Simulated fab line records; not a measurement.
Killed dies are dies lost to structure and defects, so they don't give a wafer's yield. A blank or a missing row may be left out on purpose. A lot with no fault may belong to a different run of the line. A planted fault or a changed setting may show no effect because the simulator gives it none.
fab line records ; flow sfq-line
record: lots: 6; wafers: 18; last-day: 78
route steps=325 shown R5@216 I5@228 C5@240 M6@251
lots untouched by any fault: they come from a run of this same line in which no faults occurred
start-h: the number of hours between the record's first day and the start of the first shown wafer of the lot ; wait-h: hours elapsed since this lot's preceding step ; " unchanged from the row above ; L1.1+2: several wafers, shown together as one row ; - no value, or no start was given ; * or withheld: withheld ; < > ~ a bound
route shown NAME@n: NAME is a module with steps in the file, n the number in the route of the first one ; usual: mean/standard deviation taken from wafers without a fault ; same: alike in all rows ; chamber/n: place in a boat ; sites: readings site by site ; _std_site: their standard deviation ; _edge_site: inner sites' mean taken away from outer sites' mean ; radius-mm: for every site, how far away it sits from the centre of the wafer ; mask NAME#n: copy n ; behind: the most recent tool/chamber to have shaped the wafer ; hold: the reason the lot was held/the length of the hold in hours/how it ended ; device: the n, p or np transistor that did not switch ; end of line: the tests these same wafers got at the end of their route ; where a step has no rows: the recipe by itself ; killed: not the wafer's yield, but the dies lost to structure and defects at the first sort ; map: shows each die of a wafer: x if killed, . if not, _ if none is there
set.NAME: the setting the step ran with; set.NAME@STEP: the setting that earlier step ran with ; model.NAME: the simulator's own value behind a step, which no gauge read
lots seen at some steps along the route; tables by step, rows by wafer
services: from which hour (start-h, from the record's first day; less than 0 if before it) a tool's chamber was out of use, for how many hours, and why
== steps ==
step: SFQ_R5_THK_MEAS_934
recipe: thk-meas-gauge: xrf; reads: MoNx_of_TRILAYER_R5_DEP_SPUTTER_133
usual: R5_MONX_THK: 39.2/0.69
lot.wafer;tool;chamber;start-h;wait-h;R5_MONX_THK[nm]
L204.4;film-metro-03;-;1159.08;0.1;38.8
L204.5;film-metro-03;-;1159.08;0.1;40.0
L204.6;film-metro-03;-;1159.08;0.1;38.9
L207.2;film-metro-01;-;1205.81;0.1;39.5
L207.3;film-metro-01;-;1205.81;0.1;38.8
L207.6;film-metro-01;-;1205.81;0.1;39.1
L208.1;film-metro-03;-;1216.15;0.1;39.5
L208.2;film-metro-03;-;1216.15;0.1;39.5
L208.4;film-metro-03;-;1216.15;0.1;38.6
L214.1;film-metro-02;-;1250.80;0.1;38.1
L214.3;film-metro-02;-;1250.80;0.1;39.3
L214.5;film-metro-02;-;1250.80;0.1;39.4
L220.1;film-metro-02;-;1293.97;0.1;39.8
L220.3;film-metro-02;-;1293.97;0.1;38.1
L220.5;film-metro-02;-;1293.97;0.1;39.6
L223.1;film-metro-02;-;1302.97;0.1;39.3
L223.2;film-metro-02;-;1302.97;0.1;38.7
L223.5;film-metro-02;-;1302.97;0.1;38.6
step: SFQ_TRILAYER_R5_LITHO_COAT_141
recipe: resist: BARC; spin-rpm: 3000; resist-thk-nm: 62
step: SFQ_TRILAYER_R5_LITHO_COAT_136
recipe: resist: KrF; spin-rpm: 3000; resist-thk-nm: 600
step: SFQ_TRILAYER_R5_LITHO_SOFTBAKE_140
recipe: temp-c: withheld; time-s: withheld; resist: KrF
step: SFQ_TRILAYER_R5_LITHO_EXPOSE_137
recipe: mask-id: R5; na: 0.6; source-shape: conventional; sigma-outer: 0.65; target-cd-nm: 500; dose-mj: 14.4
step: SFQ_TRILAYER_R5_LITHO_PEB_139
recipe: peb-temp-c: 115; peb-time-s: 60; resist: KrF
step: SFQ_TRILAYER_R5_LITHO_DEVELOP_138
recipe: time-s: 60; resist: KrF
step: SFQ_R5_OVL_MEAS_935
usual: R5_OVL: 2/4.7
lot.wafer;tool;chamber;start-h;wait-h;R5_OVL[nm]
L204.4;overlay-01;-;1208.48;0.1;3
L204.5;overlay-01;-;1208.48;0.1;2
L204.6;overlay-01;-;1208.48;0.1;12
L207.2;overlay-01;-;1255.07;0.1;1
L207.3;overlay-01;-;1255.07;0.1;2
L207.6;overlay-01;-;1255.07;0.1;0
L208.1;overlay-01;-;1268.27;0.1;5
L208.2;overlay-01;-;1268.27;0.1;4
L208.4;overlay-01;-;1268.27;0.1;4
L214.1;overlay-02;-;1307.42;0.1;-5
L214.3;overlay-02;-;1307.42;0.1;4
L214.5;overlay-02;-;1307.42;0.1;0
L220.1;overlay-01;-;1352.57;0.1;2
L220.3;overlay-01;-;1352.57;0.1;-1
L220.5;overlay-01;-;1352.57;0.1;-1
L223.1;overlay-02;-;1363.37;0.1;6
L223.2;overlay-02;-;1363.37;0.1;6
L223.5;overlay-02;-;1363.37;0.1;5
step: SFQ_TRILAYER_R5_BARC_OPEN_METAL_ETCH_177
recipe: mask-material: PR; chemistry: O2; target-depth-nm: 125; target: BARC; icp-w: 600; bias-w: 80; pressure-mtorr: 10; time-s: 41.7
usual: drypump-motor-current-A: 6.02/0.28; he-backside-leak-sccm: 3.5/0.34; oes-product-au: 0.685/0.0043
lot.wafer;tool;chamber;start-h;wait-h;drypump-motor-current-A;he-backside-leak-sccm;oes-product-au;rf-hours-counter-h
L204.4;rie-metal-01;0;1208.52;0.0;6.22;3.1;0.683;-
L204.5;rie-metal-01;0;1208.52;0.0;6.24;3.0;0.692;-
L204.6;rie-metal-01;1;1208.52;0.0;6.36;3.4;0.686;-
L207.2;rie-metal-02;0;1255.10;0.0;5.55;3.5;0.688;133
L207.3;rie-metal-02;0;1255.10;0.0;5.55;3.5;0.688;-
L207.6;rie-metal-02;1;1255.10;0.0;5.80;3.6;0.689;-
L208.1;rie-metal-02;0;1268.30;0.0;5.56;3.5;0.681;136
L208.2;rie-metal-02;1;1268.30;0.0;5.78;3.7;0.692;48
L208.4;rie-metal-02;0;1268.30;0.0;5.54;3.7;0.689;-
L214.1;rie-metal-01;1;1307.45;0.0;6.31;3.1;0.684;33
L214.3;rie-metal-01;0;1307.45;0.0;6.20;3.3;0.679;-
L214.5;rie-metal-01;1;1307.45;0.0;6.36;3.1;0.685;-
L220.1;rie-metal-01;0;1352.60;0.0;6.20;3.2;0.685;63
L220.3;rie-metal-01;0;1352.60;0.0;6.22;3.4;0.689;-
L220.5;rie-metal-01;0;1352.60;0.0;6.21;3.5;0.690;-
L223.1;rie-metal-01;1;1363.40;0.0;6.27;3.2;0.690;43
L223.2;rie-metal-01;0;1363.40;0.0;6.21;3.3;0.677;65
L223.5;rie-metal-01;0;1363.40;0.0;6.24;3.4;0.685;-
step: SFQ_TRILAYER_R5_ETCH_METAL_ETCH_139
recipe: stop-on: SiO2; mask-material: PR; chemistry: Cl2; target-depth-nm: 60; icp-w: 600; bias-w: 80; pressure-mtorr: 10; time-s: 40
step: SFQ_TRILAYER_R5_STRIP_STRIP_140
recipe: gas: O2; power-w: 200; platen-temp-c: 40; overash-fraction: 0.65; chemistry: O2; pressure-mtorr: 50
usual: drypump-motor-current-A: 6.01/0.27; he-backside-leak-sccm: 3.5/0.34; oes-product-au: 0.994/0.014
lot.wafer;tool;chamber;start-h;wait-h;drypump-motor-current-A;he-backside-leak-sccm;oes-product-au;rf-hours-counter-h
L204.4;rie-metal-01;0;1208.82;0.2;6.21;3.0;0.988;-
L204.5;rie-metal-01;0;1208.82;0.2;6.20;3.4;0.992;-
L204.6;rie-metal-01;1;1208.82;0.2;6.32;3.4;1.001;-
L207.2;rie-metal-02;0;1255.22;0.0;5.55;3.4;0.988;133
L207.3;rie-metal-02;0;1255.22;0.0;5.57;3.2;1.002;-
L207.6;rie-metal-02;1;1255.22;0.0;5.79;3.9;1.012;-
L208.1;rie-metal-02;0;1268.42;0.0;5.55;3.4;1.005;136
L208.2;rie-metal-02;1;1268.42;0.0;5.70;3.7;1.019;48
L208.4;rie-metal-02;0;1268.42;0.0;5.57;3.3;1.001;-
L214.1;rie-metal-01;1;1307.57;0.0;6.34;3.2;0.996;33
L214.3;rie-metal-01;0;1307.57;0.0;6.22;3.3;0.985;-
L214.5;rie-metal-01;1;1307.57;0.0;6.37;3.1;0.999;-
L220.1;rie-metal-01;0;1352.72;0.0;6.20;3.4;1.001;63
L220.3;rie-metal-01;0;1352.72;0.0;6.19;3.5;0.995;-
L220.5;rie-metal-01;0;1352.72;0.0;6.25;3.2;0.999;-
L223.1;rie-metal-01;1;1363.52;0.0;6.35;3.3;0.997;43
L223.2;rie-metal-01;0;1363.52;0.0;6.25;3.3;0.980;65
L223.5;rie-metal-01;0;1363.52;0.0;6.21;3.4;0.994;-
step: SFQ_TRILAYER_R5_STRIP_SOLV_CLEAN_141
recipe: chemistry: NMP; temp-c: 70; time-s: 600
step: SFQ_TRILAYER_A5C_DEP_PECVD_142
recipe: material: SiO2; temp-c: 150; time-s: 15.556; pressure-torr: 2.4; rf-w: 183.3; precursor: SiH4/N2O; target-thk-nm: 70
usual: chamber-pressure-Torr: 2.400/0.0048; heater-power-w: 78/14; throttle-valve-pct: 25.2/1.4
lot.wafer;tool;chamber;start-h;wait-h;chamber-pressure-Torr;heater-power-w;throttle-valve-pct;model.SiO2_of_TRILAYER_A5C_DEP_PECVD_142.thk-nm
L204.4;pecvd-02;0;1209.41;0.0;2.388;51;24.2;70.8
L204.5;pecvd-02;1;1209.41;0.0;2.400;55;26.2;70.62
L204.6;pecvd-02;2;1209.41;0.0;2.397;69;26.1;70.16
L207.2;pecvd-04;0;1256.17;0.0;2.401;85;26.0;70.74
L207.3;pecvd-04;2;1256.17;0.0;2.403;98;25.2;70.4
L207.6;pecvd-04;1;1256.17;0.0;2.397;79;23.4;71.74
L208.1;pecvd-04;1;1269.19;0.0;2.396;74;23.4;69.76
L208.2;pecvd-04;2;1269.19;0.0;2.409;89;25.2;70.39
L208.4;pecvd-04;2;1269.19;0.0;2.402;91;25.2;71.17
L214.1;pecvd-04;0;1308.34;0.0;2.404;90;25.7;71.13
L214.3;pecvd-04;1;1308.34;0.0;2.411;77;23.2;70.76
L214.5;pecvd-04;1;1308.34;0.0;2.407;79;23.6;70.09
L220.1;pecvd-04;1;1353.49;0.0;2.407;77;23.7;68.3
L220.3;pecvd-04;2;1353.49;0.0;2.397;101;25.7;65.48
L220.5;pecvd-04;1;1353.49;0.0;2.404;77;23.6;70.05
L223.1;pecvd-04;0;1364.29;0.0;2.397;81;26.0;70.02
L223.2;pecvd-04;2;1364.29;0.0;2.393;95;25.5;65.92
L223.5;pecvd-04;2;1364.29;0.0;2.390;96;25.6;69.99
step: SFQ_TRILAYER_I5_LITHO_COAT_149
recipe: resist: BARC; spin-rpm: 3000; resist-thk-nm: 62
step: SFQ_TRILAYER_I5_LITHO_COAT_144
recipe: resist: KrF; spin-rpm: 3000; resist-thk-nm: 650
step: SFQ_TRILAYER_I5_LITHO_SOFTBAKE_148
recipe: temp-c: withheld; time-s: withheld; resist: KrF
step: SFQ_TRILAYER_I5_LITHO_EXPOSE_145
recipe: mask-id: I5; na: 0.6; source-shape: conventional; sigma-outer: 0.65; target-cd-nm: 700; dose-mj: 21.3
step: SFQ_TRILAYER_I5_LITHO_PEB_147
recipe: peb-temp-c: 115; peb-time-s: 60; resist: KrF
step: SFQ_TRILAYER_I5_LITHO_DEVELOP_146
recipe: time-s: 60; resist: KrF
step: SFQ_I5_OVL_MEAS_936
usual: I5_OVL: 1/6.1
lot.wafer;tool;chamber;start-h;wait-h;I5_OVL[nm]
L204.4;overlay-02;-;1262.82;0.1;-5
L204.5;overlay-02;-;1262.82;0.1;-7
L204.6;overlay-02;-;1262.82;0.1;-5
L207.2;overlay-02;-;1298.80;0.1;-2
L207.3;overlay-02;-;1298.80;0.1;-2
L207.6;overlay-02;-;1298.80;0.1;-2
L208.1;overlay-01;-;1313.62;0.1;1
L208.2;overlay-01;-;1313.62;0.1;1
L208.4;overlay-01;-;1313.62;0.1;4
L214.1;overlay-02;-;1342.42;0.1;-2
L214.3;overlay-02;-;1342.42;0.1;-3
L214.5;overlay-02;-;1342.42;0.1;-7
L220.1;overlay-01;-;1379.42;0.1;-4
L220.3;overlay-01;-;1379.42;0.1;2
L220.5;overlay-01;-;1379.42;0.1;1
L223.1;overlay-01;-;1390.32;0.1;8
L223.2;overlay-01;-;1390.32;0.1;-2
L223.5;overlay-01;-;1390.32;0.1;-1
step: SFQ_TRILAYER_I5_BARC_OPEN_VIA_ETCH_200
recipe: mask-material: PR; chemistry: O2; target-depth-nm: 125; target: BARC; source-w: 500; bias-w: 80; pressure-mtorr: 30; time-s: 41.7
step: SFQ_TRILAYER_I5_ETCH_VIA_ETCH_147
recipe: stop-on: Nb; mask-material: PR; chemistry: CHF3; target-depth-nm: 360; source-w: 500; bias-w: 80; pressure-mtorr: 30; time-s: withheld
usual: drypump-motor-current-A: 5.9/0.53; oes-product-au: 0.990/0.007
lot.wafer;tool;chamber;start-h;wait-h;drypump-motor-current-A;oes-product-au
L204.4;rie-diel-04;0;1262.87;0.0;6.2;0.999
L204.5;rie-diel-04;3;1262.87;0.0;5.8;0.990
L204.6;rie-diel-04;2;1262.87;0.0;6.7;0.989
L207.2;rie-diel-02;0;1298.87;0.0;5.7;0.988
L207.3;rie-diel-02;2;1298.87;0.0;5.8;1.002
L207.6;rie-diel-02;2;1298.87;0.0;5.8;1.001
L208.1;rie-diel-03;2;1313.70;0.0;6.2;0.997
L208.2;rie-diel-03;0;1313.70;0.0;6.3;0.984
L208.4;rie-diel-03;3;1313.70;0.0;4.9;0.978
L214.1;rie-diel-03;0;1342.50;0.0;6.3;0.994
L214.3;rie-diel-03;3;1342.50;0.0;4.9;0.987
L214.5;rie-diel-03;3;1342.50;0.0;4.9;0.985
L220.1;rie-diel-02;1;1379.50;0.0;5.5;0.999
L220.3;rie-diel-02;0;1379.50;0.0;5.6;0.997
L220.5;rie-diel-02;0;1379.50;0.0;5.6;0.986
L223.1;rie-diel-02;3;1390.40;0.0;6.8;0.984
L223.2;rie-diel-02;0;1390.40;0.0;5.6;0.994
L223.5;rie-diel-02;1;1390.40;0.0;5.5;0.988
step: SFQ_TRILAYER_I5_STRIP_STRIP_148
recipe: gas: O2; power-w: 200; platen-temp-c: 40; overash-fraction: 0.65; chemistry: O2; pressure-mtorr: 50
usual: drypump-motor-current-A: 6.0/0.31; he-backside-leak-sccm: 3.46/0.3; oes-product-au: 0.994/0.014
lot.wafer;tool;chamber;start-h;wait-h;drypump-motor-current-A;he-backside-leak-sccm;oes-product-au;rf-hours-counter-h
L204.4;rie-metal-04;0;1263.62;-;5.8;3.27;0.989;-
L204.5;rie-metal-04;0;1263.62;-;5.9;3.47;0.985;-
L204.6;rie-metal-04;0;1263.62;-;5.8;3.29;0.987;-
L207.2;rie-metal-03;1;1299.02;-;6.6;3.19;0.999;5
L207.3;rie-metal-03;0;1299.02;-;5.9;3.18;1.000;-
L207.6;rie-metal-03;0;1299.02;-;5.9;3.25;1.009;-
L208.1;rie-metal-03;1;1313.85;-;6.6;3.23;0.995;7
L208.2;rie-metal-03;0;1313.85;-;5.9;3.21;1.006;49
L208.4;rie-metal-03;1;1313.85;-;6.6;2.95;1.006;-
L214.1;rie-metal-02;1;1342.65;-;5.8;3.61;1.015;64
L214.3;rie-metal-02;1;1342.65;-;5.8;3.77;1.021;-
L214.5;rie-metal-02;1;1342.65;-;5.8;3.74;1.022;-
L220.1;rie-metal-02;0;1379.65;-;5.6;3.62;0.984;156
L220.3;rie-metal-02;1;1379.65;-;5.8;3.71;1.012;-
L220.5;rie-metal-02;1;1379.65;-;5.8;3.85;1.002;-
L223.1;rie-metal-02;0;1390.55;-;5.6;3.49;0.991;158
L223.2;rie-metal-02;1;1390.55;-;5.8;3.75;1.011;75
L223.5;rie-metal-02;0;1390.55;-;5.6;3.42;0.998;-
step: SFQ_TRILAYER_I5_STRIP_SOLV_CLEAN_149
recipe: chemistry: NMP; temp-c: 70; time-s: 600
step: SFQ_TRILAYER_C5_LITHO_COAT_156
recipe: resist: BARC; spin-rpm: 3000; resist-thk-nm: 62
step: SFQ_TRILAYER_C5_LITHO_COAT_151
recipe: resist: KrF; spin-rpm: 3000; resist-thk-nm: 650
step: SFQ_TRILAYER_C5_LITHO_SOFTBAKE_155
recipe: temp-c: withheld; time-s: withheld; resist: KrF
step: SFQ_TRILAYER_C5_LITHO_EXPOSE_152
recipe: mask-id: C5; na: 0.6; source-shape: conventional; sigma-outer: 0.65; target-cd-nm: 500; dose-mj: 21.3
step: SFQ_TRILAYER_C5_LITHO_PEB_154
recipe: peb-temp-c: 115; peb-time-s: 60; resist: KrF
step: SFQ_TRILAYER_C5_LITHO_DEVELOP_153
recipe: time-s: 60; resist: KrF
step: SFQ_C5_OVL_MEAS_937
usual: C5_OVL: -2/5.1
lot.wafer;tool;chamber;start-h;wait-h;C5_OVL[nm]
L204.4;overlay-02;-;1325.43;0.1;1
L204.5;overlay-02;-;1325.43;0.1;9
L204.6;overlay-02;-;1325.43;0.1;7
L207.2;overlay-02;-;1358.57;0.1;2
L207.3;overlay-02;-;1358.57;0.1;1
L207.6;overlay-02;-;1358.57;0.1;1
L208.1;overlay-02;-;1379.37;0.1;-3
L208.2;overlay-02;-;1379.37;0.1;-3
L208.4;overlay-02;-;1379.37;0.1;-7
L214.1;overlay-01;-;1415.17;0.1;-4
L214.3;overlay-01;-;1415.17;0.1;-3
L214.5;overlay-01;-;1415.17;0.1;-1
L220.1;overlay-02;-;1455.52;0.1;0
L220.3;overlay-02;-;1455.52;0.1;-2
L220.5;overlay-02;-;1455.52;0.1;-1
L223.1;overlay-02;-;1467.52;0.1;-5
L223.2;overlay-02;-;1467.52;0.1;-4
L223.5;overlay-02;-;1467.52;0.1;-6
step: SFQ_TRILAYER_C5_BARC_OPEN_VIA_ETCH_210
recipe: mask-material: PR; chemistry: O2; target-depth-nm: 125; target: BARC; source-w: 500; bias-w: 80; pressure-mtorr: 30; time-s: 41.7
step: SFQ_TRILAYER_C5_ETCH_VIA_ETCH_154
recipe: target: SiO2; mask-material: PR; chemistry: CHF3; target-depth-nm: 84; source-w: 500; bias-w: 80; pressure-mtorr: 30; time-s: withheld; stop-on: Nb
usual: drypump-motor-current-A: 5.9/0.54; oes-product-au: 0.897/0.0095
lot.wafer;tool;chamber;start-h;wait-h;drypump-motor-current-A;oes-product-au;model.etch.depth-nm;model.C5.feature-depth-nm
L204.4;rie-diel-03;2;1325.49;0.0;6.3;0.893;70.8;70.8
L204.5;rie-diel-03;0;1325.49;0.0;6.3;0.902;70.62;70.62
L204.6;rie-diel-03;1;1325.49;0.0;6.3;0.901;70.16;70.16
L207.2;rie-diel-02;2;1358.64;0.0;5.8;0.901;70.74;70.74
L207.3;rie-diel-02;1;1358.64;0.0;5.5;0.903;70.4;70.4
L207.6;rie-diel-02;0;1358.64;0.0;5.6;0.906;71.74;71.74
L208.1;rie-diel-01;2;1379.44;0.0;6.3;0.894;69.76;69.76
L208.2;rie-diel-01;1;1379.44;0.0;6.0;0.902;70.39;70.39
L208.4;rie-diel-01;0;1379.44;0.0;4.9;0.902;71.17;71.17
L214.1;rie-diel-01;2;1415.24;0.0;6.3;0.904;71.13;71.13
L214.3;rie-diel-01;1;1415.24;0.0;6.0;0.899;70.76;70.76
L214.5;rie-diel-01;3;1415.24;0.0;5.9;0.891;70.09;70.09
L220.1;rie-diel-02;3;1455.59;0.0;6.8;0.880;68.3;68.3
L220.3;rie-diel-02;2;1455.59;0.0;5.8;0.853;65.48;65.48
L220.5;rie-diel-02;1;1455.59;0.0;5.5;0.898;70.05;70.05
L223.1;rie-diel-01;2;1467.59;0.0;6.3;0.897;70.02;70.02
L223.2;rie-diel-01;3;1467.59;0.0;5.9;0.861;65.92;65.92
L223.5;rie-diel-01;1;1467.59;0.0;6.0;0.885;69.99;69.99
step: SFQ_TRILAYER_C5_STRIP_STRIP_155
recipe: gas: O2; power-w: 200; platen-temp-c: 40; overash-fraction: 0.65; chemistry: O2; pressure-mtorr: 50
usual: drypump-motor-current-A: 6.09/0.24; he-backside-leak-sccm: 3.4/0.38; oes-product-au: 0.995/0.012
lot.wafer;tool;chamber;start-h;wait-h;drypump-motor-current-A;he-backside-leak-sccm;oes-product-au;rf-hours-counter-h
L204.4;rie-metal-01;1;1325.74;-;6.34;3.4;0.993;-
L204.5;rie-metal-01;0;1325.74;-;6.19;3.3;1.000;-
L204.6;rie-metal-01;1;1325.74;-;6.34;3.1;1.006;-
L207.2;rie-metal-04;1;1358.69;-;6.08;4.0;0.976;91
L207.3;rie-metal-04;1;1358.69;-;6.05;4.0;0.965;-
L207.6;rie-metal-04;0;1358.69;-;5.84;3.4;0.992;-
L208.1;rie-metal-03;0;1379.49;-;5.90;3.4;1.001;61
L208.2;rie-metal-03;1;1379.49;-;6.61;3.1;0.989;19
L208.4;rie-metal-03;1;1379.49;-;6.62;3.1;0.999;-
L214.1;rie-metal-04;0;1415.29;-;5.84;3.4;0.986;73
L214.3;rie-metal-04;1;1415.29;-;6.07;3.8;0.979;-
L214.5;rie-metal-04;1;1415.29;-;6.09;3.7;0.982;-
L220.1;rie-metal-03;0;1455.64;-;5.91;3.4;1.000;83
L220.3;rie-metal-03;0;1455.64;-;5.90;3.4;0.990;-
L220.5;rie-metal-03;0;1455.64;-;5.89;3.4;0.997;-
L223.1;rie-metal-01;0;1467.64;-;6.21;3.6;0.993;82
L223.2;rie-metal-01;1;1467.64;-;6.35;3.2;1.004;61
L223.5;rie-metal-01;1;1467.64;-;6.32;3.3;1.001;-
step: SFQ_TRILAYER_C5_STRIP_SOLV_CLEAN_156
recipe: chemistry: NMP; temp-c: 70; time-s: 600
step: SFQ_TRILAYER_M6_DEP_PRE_CLEAN_158
recipe: gas: Ar; time-s: 22.5; bias-v: 250
lot.wafer;tool;chamber;start-h;wait-h;model.SiO2_of_TRILAYER_A5C_DEP_PECVD_142.thk-nm
L204.4;pvd-sputter-03;-;1326.52;0.0;63.3
L204.5;pvd-sputter-03;-;1326.52;0.0;63.12
L204.6;pvd-sputter-03;-;1326.52;0.0;62.66
L207.2;pvd-sputter-04;-;1359.46;0.0;63.24
L207.3;pvd-sputter-04;-;1359.46;0.0;62.9
L207.6;pvd-sputter-04;-;1359.46;0.0;64.24
L208.1;pvd-sputter-06;-;1380.47;0.0;62.26
L208.2;pvd-sputter-06;-;1380.47;0.0;62.89
L208.4;pvd-sputter-06;-;1380.47;0.0;63.67
L214.1;pvd-sputter-06;-;1416.06;0.0;63.63
L214.3;pvd-sputter-06;-;1416.06;0.0;63.26
L214.5;pvd-sputter-06;-;1416.06;0.0;62.59
L220.1;pvd-sputter-06;-;1457.01;0.0;60.8
L220.3;pvd-sputter-06;-;1457.01;0.0;57.98
L220.5;pvd-sputter-06;-;1457.01;0.0;62.55
L223.1;pvd-sputter-06;-;1468.41;0.0;62.52
L223.2;pvd-sputter-06;-;1468.41;0.0;58.42
L223.5;pvd-sputter-06;-;1468.41;0.0;62.49
step: SFQ_TRILAYER_M6_DEP_SPUTTER_157
recipe: material: Nb; base-pressure-pa: 1.33e-06; chamber-pressure-pa: 0.1333; substrate-temp-c: 20; target-thk-nm: 200; power-w: 2000; time-s: 133.3
== services ==
tool;chamber;start-h;hours;kind
rie-diel-01;1;1184.64;17.2;repair
rie-diel-02;2;1188.61;21.5;repair
rie-diel-03;0;1214.93;13.0;repair
rie-metal-01;-;1229.24;0.1;repair
rie-metal-01;0;1229.78;2.9;repair
pvd-sputter-06;-;1244.73;1.0;repair
rie-metal-04;1;1253.12;11.3;repair
pvd-sputter-06;-;1265.71;2.9;repair
rie-diel-02;0;1282.26;4.8;repair
rie-metal-03;1;1286.99;6.8;repair
pecvd-04;-;1300.22;1.8;repair
pecvd-04;2;1303.83;12.2;repair
rie-diel-01;2;1309.64;4.4;repair
rie-metal-02;0;1338.55;10.3;repair
rie-diel-01;-;1338.68;0.7;repair
rie-diel-01;0;1340.73;1.7;repair
rie-diel-02;1;1350.33;7.5;repair
rie-diel-03;3;1354.81;5.7;repair
rie-metal-01;0;1364.50;4.8;repair
rie-metal-01;-;1383.73;1.4;pm
rie-metal-03;1;1388.62;155.9;repair
rie-diel-03;2;1392.01;2.9;repair
rie-diel-03;0;1447.80;9.5;repair
rie-metal-03;-;1465.20;0.3;repair
== key ==
first-sign: step: SFQ_TRILAYER_C5_ETCH_VIA_ETCH_154; reading: oes-product-au; direction: down; sigmas: 4.2; usual: 0.897; struck: 0.857
effect none on later readings
model-effect: step: SFQ_TRILAYER_A5C_DEP_PECVD_142; value: SiO2_of_TRILAYER_A5C_DEP_PECVD_142.thk-nm; without: 68.75; struck: 65.7
model-effect: step: SFQ_TRILAYER_C5_ETCH_VIA_ETCH_154; value: etch.depth-nm; without: 68.75; struck: 65.7
model-effect: step: SFQ_TRILAYER_M6_DEP_PRE_CLEAN_158; value: SiO2_of_TRILAYER_A5C_DEP_PECVD_142.thk-nm; without: 61.25; struck: 58.2
met-at SFQ_TRILAYER_A5C_DEP_PECVD_142
struck-wafers L220.3,L223.2
onset-between 1308.34 1353.49
fault: kind: process-parameter-drift; tool: pecvd-04; chamber: -; onset-h: 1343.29; steps: SFQ_TRILAYER_A5C_DEP_PECVD_142; channel: time-s; offset: *; shape: step; end-h: 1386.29; scope: struck-wafers-only; acts-in: *; stated: *
